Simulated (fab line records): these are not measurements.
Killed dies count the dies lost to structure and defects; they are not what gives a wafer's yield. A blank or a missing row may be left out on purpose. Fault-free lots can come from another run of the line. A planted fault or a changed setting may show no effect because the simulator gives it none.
Which tool did it? | flow sky130 | Sampling: 14 lots, 42 wafers, 2 of 708 route steps

## WHAT EACH GAUGE READ, for each wafer
SKY_METAL2_RS_MEAS_05: measurement is done with a four-point probe. Usual: for METAL2_ALCU_RS the level is 0.1266 ohm/sq and the standard deviation is 0.0012.
lot  | measured     | on            | METAL2_ALCU_RS (ohm/sq) | flag
L625 | day 33 18:42 | film-metro-02 | 0.1275 0.1295 0.1283    |
L626 | day 34 07:13 | film-metro-01 | 0.1265 0.1269 0.1254    |
L637 | day 38 03:19 | film-metro-01 | 0.1268 0.1270 0.1255    |
L639 | day 38 21:59 | film-metro-02 | 0.1258 0.1241 0.1255    |
L640 | day 39 02:23 | film-metro-01 | 0.1260 0.1266 0.1261    |
L641 | day 39 15:13 | film-metro-01 | 0.1250 0.1249 0.1249    |
L642 | day 40 08:11 | film-metro-03 | 0.1277 0.1272 0.1278    |
L643 | day 40 09:39 | film-metro-02 | 0.1256 0.1261 0.1254    |
L644 | day 40 09:56 | film-metro-01 | 0.1280 0.1271 0.1277    |
L646 | day 40 18:53 | film-metro-02 | 0.1274 0.1277 0.1277    |
L647 | day 40 20:45 | film-metro-03 | 0.1254 0.1261 0.1251    |
L648 | day 41 05:26 | film-metro-03 | 0.1280 0.1276 0.1288    |

## EACH LOT AND THE TOOL THAT RAN IT (in order: tool; ch and the chambers of the sampled wafers; start)
lot  | SKY_VIA1_SPUTTER_20
L625 | pvd-sputter-01, day 33 17:55
L626 | pvd-sputter-02, day 34 06:26
L627 | pvd-sputter-01, day 35 03:24
L628 | pvd-sputter-01, day 35 07:24
L637 | pvd-sputter-01, day 38 02:32
L639 | pvd-sputter-02, day 38 21:13
L640 | pvd-sputter-01, day 39 01:34
L641 | pvd-sputter-04, day 39 14:26
L642 | pvd-sputter-01, day 40 07:14
L643 | pvd-sputter-04, day 40 08:37
L644 | pvd-sputter-01, day 40 08:41
L646 | pvd-sputter-04, day 40 18:06
L647 | pvd-sputter-04, day 40 19:57
L648 | pvd-sputter-02, day 41 04:38
- SKY_VIA1_SPUTTER_20: material TiN, target thk 20 nm, time 80 s.

## WHAT THE TOOLS THEMSELVES READ (means of the sampled wafers that have a number; where no wafer has one, the mark that the record gives instead)
SKY_VIA1_SPUTTER_20. Usual: cathode-dc-power-W 4000.0 W, standard deviation 0.77; chamber-pressure-pa 4.999 Pa, standard deviation 0.011; throttle-valve-pct 30.0 %, standard deviation 1.2.
lot  | tool           | cathode-dc-power-W (W) | chamber-pressure-pa (Pa) | throttle-valve-pct (%) | flag
L625 | pvd-sputter-01 | 4000.4                 | 5.004                    | 30.0                   |
L626 | pvd-sputter-02 | 3999.6                 | 5.000                    | 29.6                   |
L627 | pvd-sputter-01 | -                      | -                        | -                      | OFF
L628 | pvd-sputter-01 | -                      | -                        | -                      | OFF
L637 | pvd-sputter-01 | 4000.7                 | 4.996                    | 29.7                   |
L639 | pvd-sputter-02 | 4000.9                 | 5.002                    | 28.7                   |
L640 | pvd-sputter-01 | 4000.1                 | 4.986                    | 30.0                   |
L641 | pvd-sputter-04 | 4000.6                 | 5.004                    | 31.1                   |
L642 | pvd-sputter-01 | 3999.9                 | 4.994                    | 29.8                   |
L643 | pvd-sputter-04 | 3999.6                 | 4.998                    | 31.7                   |
L644 | pvd-sputter-01 | 3999.8                 | 5.006                    | 29.8                   |
L646 | pvd-sputter-04 | 3999.1                 | 5.014                    | 32.2                   |
L647 | pvd-sputter-04 | 4000.2                 | 5.009                    | 31.5                   |
L648 | pvd-sputter-02 | 4000.0                 | 5.003                    | 29.1                   |

## THE ANSWER, worked out from the rows above alone
Rule: take the mean of a lot's wafers that have a number; if it is more than 3 standard deviations from the usual mean, the lot is off. Also off: a lot with no number at a reading for which 4 or more lots have one. Where the step has rows for the other lots, those lots are counted as sound. The gauges are gone through in route order, then the tools' own readings, and for those a lot's mean is taken as printed above. The first step at which some lot is off is used, and at that step the reading that is off furthest; a lot without a number counts as furthest.
Off at SKY_VIA1_SPUTTER_20 (cathode-dc-power-W): L627, L628. Without a number there: L627, L628.
A tool fits if, at that step or a process step before it, it ran every lot that is off, and no sound lot after the first of them. Of those tried, none fits.

## WHAT THE SIMULATOR HAD PUT IN
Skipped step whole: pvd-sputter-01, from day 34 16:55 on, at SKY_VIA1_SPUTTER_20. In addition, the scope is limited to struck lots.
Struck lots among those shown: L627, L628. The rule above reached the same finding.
